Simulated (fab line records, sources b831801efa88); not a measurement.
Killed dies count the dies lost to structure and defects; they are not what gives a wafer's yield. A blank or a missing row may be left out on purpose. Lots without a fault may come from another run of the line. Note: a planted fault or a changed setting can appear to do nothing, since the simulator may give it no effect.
fab line records | flow sky130
[record] lots = 6 wafers = 18 last_day = 51
route steps=708 shown VT_ADJUST_PCH@151 SONOS_TUNNEL@154 PAD_OPEN@708
lots that met no fault: from a run of the same line without faults
start_h: start of the lot's first displayed wafer, in hours after the record's first day | wait_h: how many hours have passed since the lot's step before this one | " the same as in the row above | L1.1+2: several wafers, shown together as one row | - no value, or no start given | * or withheld: withheld | < > ~ a bound
route shown NAME@n: names a module that has steps shown in the file, with the first one's number in the route | usual: average and standard deviation across the fault-free wafers | same: alike in all rows | chamber/n: place in a boat | sites: readings site by site | _std_site: the values' standard deviation | _edge_site: mean of outer sites minus mean of inner sites | radius_mm: how far each site lies from the wafer's centre | mask NAME#n: copy n | behind: tool/chamber where the wafer was last shaped | hold: the reason the lot was held/the length of the hold in hours/how it ended | device: names the non-switching transistor (n, p or np) | end of line: at the end of the route, the tests of the same wafers | for a step that has no rows: nothing shown but its recipe | killed: dies that structure and defects cost at the first sort, which is not the same as the wafer's yield | map: the dies of a wafer, with x for killed, . for not killed, _ for no die there
set.NAME: the setting the step ran with; set.NAME@STEP: the setting that earlier step ran with | model.NAME: the simulator's own value behind a step, which no gauge read
a table for each step, a row for each wafer; lots at some steps of the route
services: when a tool's chamber went out of use (start_h, in hours from the record's first day, below 0 if earlier), for how many hours, and the reason
[[steps]]
[step SKY_VT_ADJUST_PCH_IMPLANT_08]
[recipe] species = B energy_kev = 10 dose_cm2 = 4.885e+11 tilt_deg = withheld
[step SKY_VT_ADJUST_PCH_STRIP_09]
[recipe] chemistry = O2/N2 power_w = 1400 pressure_mtorr = 1500 platen_temp_c = withheld o2_flow_sccm = 3000 n2_flow_sccm = 300 overash_fraction = 0.5
[usual] drypump_motor_current_A = 5.7/0.46 oes_product_au = 0.723/0.0042 strip_time_to_endpoint_s = 37.00/0.097
// columns lot.wafer tool chamber start_h wait_h drypump_motor_current_A oes_product_au rf_hours_counter_h strip_time_to_endpoint_s
L419.3 plasma_asher-01 1 291.57 0.1 6.6 0.721 - 37.09
L419.4 " 0 " " 5.8 0.725 - 37.02
L419.5 " 0 " " 5.8 0.725 - 37.02
L421.2 plasma_asher-01 0 302.72 0.1 5.8 0.719 61 37.09
L421.4 " 1 " " 6.6 0.723 - 37.15
L421.5 " 1 " " 6.6 0.729 - 37.13
L427.1 plasma_asher-03 1 354.12 0.1 5.1 0.725 53 36.92
L427.2 " 0 " " 5.8 0.719 53 36.96
L427.5 " 0 " " 5.8 0.719 - 36.87
L431.2 plasma_asher-03 1 385.99 0.1 5.1 0.724 55 36.96
L431.5 " 0 " " 5.8 0.719 - 36.90
L431.6 " 1 " " 5.1 0.722 - 37.04
L434.3 plasma_asher-01 0 403.77 0.1 5.7 0.715 - 37.00
L434.5 " 1 " " 6.6 0.725 - 37.08
L434.6 " 0 " " 5.8 0.720 - 37.05
L436.4 plasma_asher-04 1 419.82 0.1 5.4 0.722 - 36.95
L436.5 " 0 " " 5.8 0.718 - 36.87
L436.6 " 1 " " 5.4 0.718 - 36.98
[step SKY_VT_ADJUST_PCH_TW_MEAS_10]
[usual] VT_ADJUST_PCH_TW = 141.7/1.1
// columns lot.wafer tool chamber start_h wait_h VT_ADJUST_PCH_TW
L419.3 film_metro-04 - 291.66 0.1 142.8
L419.4 " - " " 142.8
L419.5 " - " " 143.3
L421.2 film_metro-01 - 302.83 0.1 140.6
L421.4 " - " " 141.1
L421.5 " - " " 141.4
L427.1 film_metro-01 - 354.22 0.1 140.2
L427.2 " - " " 140.4
L427.5 " - " " 140.5
L431.2 film_metro-03 - 386.10 0.1 142.5
L431.5 " - " " 142.7
L431.6 " - " " 143.8
L434.3 film_metro-04 - 403.86 0.1 141.9
L434.5 " - " " 140.8
L434.6 " - " " 141.9
L436.4 film_metro-04 - 419.92 0.1 144.6
L436.5 " - " " 144.0
L436.6 " - " " 143.9
[step SKY_SONOS_TUNNEL_DEHYDRATE_00]
[recipe] temp_c = 200 time_s = 60
[step SKY_SONOS_TUNNEL_HMDS_01]
[recipe] prime_time_s = 60 prime_temp_c = 120
[step SKY_SONOS_TUNNEL_COAT_02]
[recipe] resist = NOVOLAK spin_rpm = 3000 resist_thk_nm = 1140
[step SKY_SONOS_TUNNEL_SOFTBAKE_03]
[recipe] temp_c = 90 time_s = 60 resist = NOVOLAK
[step SKY_SONOS_TUNNEL_EXPOSE_04]
[recipe] mask_id = TUNM na = 0.6 source_shape = conventional sigma_outer = 0.6 polarization = unpolarized target_cd_nm = 410 dose_mj = 136
[step SKY_SONOS_TUNNEL_PEB_05]
[recipe] temp_c = withheld time_s = * resist = NOVOLAK
[step SKY_SONOS_TUNNEL_DEVELOP_06]
[recipe] resist = NOVOLAK developer = TMAH develop_time_s = 60 dev_temp_c = 23
[step SKY_SONOS_TUNNEL_CD_MEAS_07]
[recipe] target_cd_nm = 410
[usual] cd_nm = 409.7/2.2
// columns lot.wafer tool chamber start_h wait_h cd_nm
L419.3 cd_sem-02 - 317.60 0.1 407.8
L419.4 " - " " 406.1
L419.5 " - " " 406.7
L421.2 cd_sem-02 - 329.82 0.1 411.4
L421.4 " - " " 411.2
L421.5 " - " " 412.1
L427.1 cd_sem-02 - 383.95 0.1 409.4
L427.2 " - " " 409.5
L427.5 " - " " 409.7
L431.2 cd_sem-01 - 416.87 0.1 409.8
L431.5 " - " " 410.8
L431.6 " - " " 409.2
L434.3 cd_sem-02 - 435.19 0.1 410.7
L434.5 " - " " 409.2
L434.6 " - " " 407.6
L436.4 cd_sem-02 - 452.46 0.1 411.0
L436.5 " - " " 410.3
L436.6 " - " " 413.0
[step SKY_SONOS_TUNNEL_OVL_MEAS_08]
[usual] SONOS_TUNNEL_OVL = 0.0/1.4
// columns lot.wafer tool chamber start_h wait_h SONOS_TUNNEL_OVL[nm]
L419.3 overlay-01 - 317.69 0.1 0.6
L419.4 " - " " 0.5
L419.5 " - " " -0.5
L421.2 overlay-02 - 329.93 0.1 1.3
L421.4 " - " " 0.3
L421.5 " - " " -0.4
L427.1 overlay-02 - 384.07 0.1 2.2
L427.2 " - " " 1.0
L427.5 " - " " 0.4
L431.2 overlay-01 - 416.98 0.1 -2.0
L431.5 " - " " -1.7
L431.6 " - " " -1.6
L434.3 overlay-01 - 435.28 0.1 -0.9
L434.5 " - " " -1.1
L434.6 " - " " 0.0
L436.4 overlay-02 - 452.54 0.1 0.3
L436.5 " - " " 0.7
L436.6 " - " " -0.6
[step SKY_SONOS_TUNNEL_IMPLANT_09]
[recipe] species = B energy_kev = 20 dose_cm2 = 1e+12 tilt_deg = withheld
[usual] dose_ions_cm2 = 9.999e+11/1.1e+09 faraday_current_uA = 5.65/0.11
// columns lot.wafer tool chamber start_h wait_h dose_ions_cm2 faraday_current_uA
L419.3 implanter-02 0 317.76 0.1 9.991e+11 5.70
L419.4 " 0 " " 1.0009e+12 5.49
L419.5 " 0 " " 1.0004e+12 5.68
L421.2 implanter-01 0 329.98 0.0 9.99e+11 5.80
L421.4 " 0 " " 9.996e+11 5.62
L421.5 " 0 " " 9.996e+11 5.70
L427.1 implanter-02 0 384.11 0.0 4.186e+11 2.29
L427.2 " 0 " " 4.176e+11 2.41
L427.5 " 0 " " 4.185e+11 2.39
L431.2 implanter-02 0 417.03 0.0 4.179e+11 2.37
L431.5 " 0 " " 4.193e+11 2.34
L431.6 " 0 " " 4.193e+11 2.41
L434.3 implanter-01 0 435.36 0.1 1.0014e+12 5.76
L434.5 " 0 " " 1.0011e+12 5.54
L434.6 " 0 " " 1.0019e+12 5.72
L436.4 implanter-04 0 452.63 0.1 9.987e+11 5.63
L436.5 " 0 " " 1e+12 5.59
L436.6 " 0 " " 9.997e+11 5.74
[step SKY_SONOS_TUNNEL_WET_ETCH_10]
[recipe] chemistry = dHF target_depth_nm = 14 target = SiO2 dilution = 100:1 temp_c = 25 time_s = 280
[step SKY_SONOS_TUNNEL_STRIP_11]
[recipe] chemistry = SPM time_s = 600 temp_c = 130
[step SKY_SONOS_TUNNEL_TW_MEAS_12]
[usual] SONOS_TUNNEL_TW = 197.2/1.6
// columns lot.wafer tool chamber start_h wait_h SONOS_TUNNEL_TW
L419.3 film_metro-02 - 318.14 0.0 197.8
L419.4 " - " " 198.5
L419.5 " - " " 197.2
L421.2 film_metro-01 - 330.39 0.0 196.2
L421.4 " - " " 196.8
L421.5 " - " " 196.2
L427.1 film_metro-02 - 384.52 0.0 155.4
L427.2 " - " " 156.7
L427.5 " - " " 156.0
L431.2 film_metro-02 - 417.43 0.0 156.6
L431.5 " - " " 156.4
L431.6 " - " " 156.5
L434.3 film_metro-02 - 435.75 0.0 197.3
L434.5 " - " " 198.1
L434.6 " - " " 199.6
L436.4 film_metro-01 - 453.31 0.0 194.7
L436.5 " - " " 194.9
L436.6 " - " " 194.1
[step SKY_SONOS_TUNNEL_CLEAN_13]
[recipe] chemistry = dHF time_s = 20 dilution = 100:1 dry = ipa_marangoni
[step SKY_PAD_OPEN_PROBE_99]
[usual] killed_at_M0_to_M3 = 43/6.4 killed_at_M4_up = 3.3/1.9 killed_at_contacts = 24/5.7 killed_at_front_end = 15/4.7 killed_at_other = 0.3/0.48 killed_dies = 86/9.2 killed_open = 47/7 killed_short = 39/6.5
[same] gross_dies = 492 killed_at_back_side = 0
// columns lot.wafer tool chamber start_h wait_h killed_at_M0_to_M3 killed_at_M4_up killed_at_contacts killed_at_front_end killed_at_other killed_dies killed_open killed_short model.etest.tip_sonos.rs_ohm_sq model.etest.sonos_uncharged.r_on_ohm_um model.etest.sonos_programmed.off_log10_a_um model.etest.sonos_programmed.vt_v model.etest.sonos_baked.vt_v model.etest.sonos_uncharged.vt_v model.etest.sonos_erased.vt_v
L419.3 prober-02 - 1154.78 0.2 36 3 30 12 0 81 46 35 2646 797 -14.04 1.452 0.9477 -0.4358 -2.209
L419.4 prober-02 - 1154.83 0.2 36 6 29 14 0 85 42 42 2679 807.2 -13.81 1.351 0.9353 -0.4126 -2.222
L419.5 prober-02 - 1154.88 0.2 42 5 30 21 0 98 54 43 2613 813.8 -13.95 1.446 0.9566 -0.4302 -2.22
L421.2 prober-02 - 1169.54 0.1 53 3 23 10 0 89 54 35 2678 810.4 -14.06 1.488 1.03 -0.4319 -2.339
L421.4 prober-02 - 1169.64 0.2 38 2 25 17 0 82 48 34 2620 812 -14.09 1.45 0.9194 -0.4277 -2.276
L421.5 prober-02 - 1169.69 0.2 43 2 28 14 0 87 54 33 2635 807.3 -14.02 1.418 0.9479 -0.4444 -2.334
L427.1 prober-01 - 1195.16 0.1 39 2 24 10 0 75 43 32 2541 755.2 -12.85 1.432 0.9007 -0.6395 -2.461
L427.2 prober-01 - 1195.21 0.1 48 3 31 24 0 106 54 52 2523 763 -12.72 1.341 0.8447 -0.5981 -2.499
L427.5 prober-01 - 1195.36 0.2 43 5 25 15 0 88 42 46 2556 755.1 -12.79 1.401 0.8612 -0.6323 -2.558
L431.2 prober-02 - 1208.71 0.1 52 8 23 17 0 100 48 52 2628 782.8 -13.01 1.312 0.8459 -0.5803 -2.389
L431.5 prober-02 - 1208.86 0.2 56 3 34 17 1 111 68 43 2636 789.6 -12.65 1.261 0.7997 -0.5648 -2.345
L431.6 prober-02 - 1208.91 0.2 50 1 29 13 0 93 41 52 2622 780.7 -13 1.303 0.8127 -0.5758 -2.313
L434.3 prober-01 - 1223.15 0.2 53 2 15 18 0 88 43 44 2639 801.9 -13.89 1.52 1.015 -0.4275 -2.389
L434.5 prober-01 - 1223.25 0.2 42 1 27 13 1 84 56 27 2622 794.8 -13.95 1.561 1.022 -0.465 -2.387
L434.6 prober-01 - 1223.30 0.2 42 5 24 13 0 84 44 39 2690 809.1 -13.87 1.606 1.034 -0.4299 -2.344
L436.4 prober-01 - 1228.92 0.2 58 3 22 13 1 97 49 47 2597 818.1 -14.1 1.578 1.034 -0.4425 -2.339
L436.5 prober-01 - 1228.97 0.2 48 4 16 13 0 81 37 44 2630 821.6 -13.85 1.492 1.003 -0.4077 -2.293
L436.6 prober-01 - 1229.02 0.2 55 1 23 21 0 100 58 41 2601 804.9 -13.85 1.58 1.036 -0.4196 -2.333
// killed by level:class
L419.3 CONTACT:geometric_particle:open=12 VIA1:geometric_particle:open=9 LOCAL_INTERCONNECT:geometric_particle:short=7 METAL1:geometric_particle:short=5 FIELD_ISO:geometric_particle:open=4 LI_CONTACT:geometric_particle:open=4 METAL2:geometric_particle:short=4 VIA2:geometric_particle:open=4
L419.4 LOCAL_INTERCONNECT:geometric_particle:short=10 VIA2:geometric_particle:open=8 CONTACT:geometric_particle:open=6 VIA2:geometric_particle:short=6 VIA1:geometric_particle:open=5 VIA3:geometric_particle:open=5 POLY_GATE:geometric_particle:open=4 LI_CONTACT:geometric_particle:short=4
L419.5 CONTACT:geometric_particle:open=10 LI_CONTACT:geometric_particle:open=9 VIA3:geometric_particle:open=8 VIA1:geometric_particle:open=8 FIELD_ISO:geometric_particle:short=7 CONTACT:geometric_particle:short=6 POLY_GATE:geometric_particle:open=5 METAL1:geometric_particle:short=5
L421.2 VIA1:geometric_particle:open=14 VIA1:geometric_particle:short=11 LI_CONTACT:geometric_particle:open=9 VIA2:geometric_particle:open=9 CONTACT:geometric_particle:open=8 VIA2:geometric_particle:short=4 VIA3:geometric_particle:open=4 FIELD_ISO:geometric_particle:short=3
L421.4 LI_CONTACT:geometric_particle:open=8 VIA2:geometric_particle:open=8 CONTACT:geometric_particle:open=7 VIA1:geometric_particle:open=7 FIELD_ISO:geometric_particle:open=6 VIA3:geometric_particle:open=6 VIA1:geometric_particle:short=5 METAL1:geometric_particle:short=4
L421.5 CONTACT:geometric_particle:open=12 VIA3:geometric_particle:open=11 VIA1:geometric_particle:open=7 VIA2:geometric_particle:open=7 LOCAL_INTERCONNECT:geometric_particle:short=6 VIA2:geometric_particle:short=6 LI_CONTACT:geometric_particle:open=5 FIELD_ISO:geometric_particle:open=4
L427.1 VIA1:geometric_particle:open=11 CONTACT:geometric_particle:open=9 CONTACT:geometric_particle:short=6 LI_CONTACT:geometric_particle:open=5 VIA2:geometric_particle:open=5 VIA1:geometric_particle:short=5 FIELD_ISO:geometric_particle:open=4 POLY_GATE:geometric_particle:short=4
L427.2 CONTACT:geometric_particle:open=12 VIA1:geometric_particle:open=11 POLY_GATE:geometric_particle:open=8 POLY_GATE:geometric_particle:short=7 LOCAL_INTERCONNECT:geometric_particle:short=7 VIA2:geometric_particle:open=7 VIA1:geometric_particle:short=6 LI_CONTACT:geometric_particle:open=5
L427.5 LI_CONTACT:geometric_particle:open=8 VIA1:geometric_particle:open=7 METAL2:geometric_particle:short=6 CONTACT:geometric_particle:open=6 VIA3:geometric_particle:open=6 FIELD_ISO:geometric_particle:short=5 CONTACT:geometric_particle:short=5 VIA1:geometric_particle:short=5
L431.2 VIA1:geometric_particle:open=13 METAL2:geometric_particle:short=10 CONTACT:geometric_particle:short=8 CONTACT:geometric_particle:open=8 METAL1:geometric_particle:short=7 FIELD_ISO:geometric_particle:open=5 METAL4:geometric_particle:short=5 FIELD_ISO:geometric_particle:short=4
L431.5 VIA1:geometric_particle:open=16 CONTACT:geometric_particle:open=14 VIA2:geometric_particle:open=7 LI_CONTACT:geometric_particle:open=7 METAL1:geometric_particle:short=7 VIA3:geometric_particle:open=6 CONTACT:geometric_particle:short=5 VIA1:geometric_particle:short=5
L431.6 CONTACT:geometric_particle:open=12 VIA1:geometric_particle:open=7 VIA1:geometric_particle:short=7 METAL2:geometric_particle:short=7 LOCAL_INTERCONNECT:geometric_particle:short=6 METAL3:geometric_particle:short=6 LI_CONTACT:geometric_particle:open=5 VIA3:geometric_particle:open=5
L434.3 VIA1:geometric_particle:open=14 VIA2:geometric_particle:open=9 VIA3:geometric_particle:open=6 POLY_GATE:geometric_particle:short=5 LI_CONTACT:geometric_particle:open=5 VIA1:geometric_particle:short=5 METAL2:geometric_particle:short=5 VIA2:geometric_particle:short=5
L434.5 VIA1:geometric_particle:open=15 CONTACT:geometric_particle:open=12 VIA2:geometric_particle:open=7 LI_CONTACT:geometric_particle:open=6 VIA1:geometric_particle:short=5 VIA3:geometric_particle:open=5 FIELD_ISO:geometric_particle:open=4 METAL1:geometric_particle:short=4
L434.6 VIA2:geometric_particle:open=9 CONTACT:geometric_particle:open=8 VIA1:geometric_particle:open=7 METAL2:geometric_particle:short=6 LOCAL_INTERCONNECT:geometric_particle:short=5 CONTACT:geometric_particle:short=5 VIA3:geometric_particle:open=5 FIELD_ISO:geometric_particle:short=4
L436.4 VIA1:geometric_particle:open=11 LI_CONTACT:geometric_particle:open=9 VIA3:geometric_particle:open=8 VIA1:geometric_particle:short=6 VIA2:geometric_particle:short=6 METAL2:geometric_particle:short=6 VIA2:geometric_particle:open=6 VIA3:geometric_particle:short=5
L436.5 METAL2:geometric_particle:short=8 VIA1:geometric_particle:open=7 VIA3:geometric_particle:short=7 CONTACT:geometric_particle:open=6 METAL3:geometric_particle:short=6 VIA2:geometric_particle:open=5 VIA3:geometric_particle:open=5 FIELD_ISO:geometric_particle:short=4
L436.6 VIA1:geometric_particle:open=16 VIA1:geometric_particle:short=10 VIA2:geometric_particle:open=9 CONTACT:geometric_particle:short=8 POLY_GATE:geometric_particle:open=7 LI_CONTACT:geometric_particle:open=7 CONTACT:geometric_particle:open=6 METAL2:geometric_particle:short=5
[[services]]
// columns tool chamber start_h hours kind
plasma_asher-01 - 272.22 4.3 repair
plasma_asher-01 - 316.64 2.8 pm
implanter-04 - 324.27 1.2 repair
plasma_asher-04 - 330.89 15.8 repair
implanter-04 - 354.12 2.8 pm
plasma_asher-03 - 363.36 7.2 repair
implanter-04 - 374.68 3.8 repair
implanter-02 - 375.50 3.5 pm
plasma_asher-04 - 390.58 0.3 repair
plasma_asher-04 - 421.25 9.0 pm
plasma_asher-04 0 421.25 9.0 vent_cycle
plasma_asher-04 1 421.25 9.0 vent_cycle
implanter-04 - 422.28 1.0 repair
plasma_asher-04 0 430.25 - clean
plasma_asher-04 1 430.25 - clean
implanter-02 - 440.61 5.4 repair
[[key]]
[first_sign] step = SKY_SONOS_TUNNEL_IMPLANT_09 reading = dose_ions_cm2 direction = down sigmas = 99+ usual = * struck = *
[effect] step = SKY_SONOS_TUNNEL_IMPLANT_09 reading = faraday_current_uA direction = down sigmas = 30 usual = 5.65 struck = 2.37
[effect] step = SKY_SONOS_TUNNEL_TW_MEAS_12 reading = SONOS_TUNNEL_TW direction = down sigmas = 26 usual = 197.2 struck = 156.3
[model_effect] step = SKY_PAD_OPEN_PROBE_99 value = etest.tip_sonos.rs_ohm_sq without = 2679 struck = 2584
met_at SKY_SONOS_TUNNEL_IMPLANT_09
struck_wafers L427.1,L427.2,L427.5,L431.2,L431.5,L431.6
tester_left_out L427,L431
onset_between 317.76 384.11
[fault] kind = process_parameter_drift tool = implanter-02 chamber = - onset_h = 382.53 steps = SKY_SONOS_TUNNEL_IMPLANT_09 channel = dose_cm2 offset = * shape = step end_h = 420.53 acts_in = * stated = *
// tester_left_out: of these lots the tester's yield and bins aren't shown, on N5 and GAA mostly nor the transistor test; their killed dies are dies lost to structure and defects alone, not to doping, threshold or leakage, so they don't give the yield
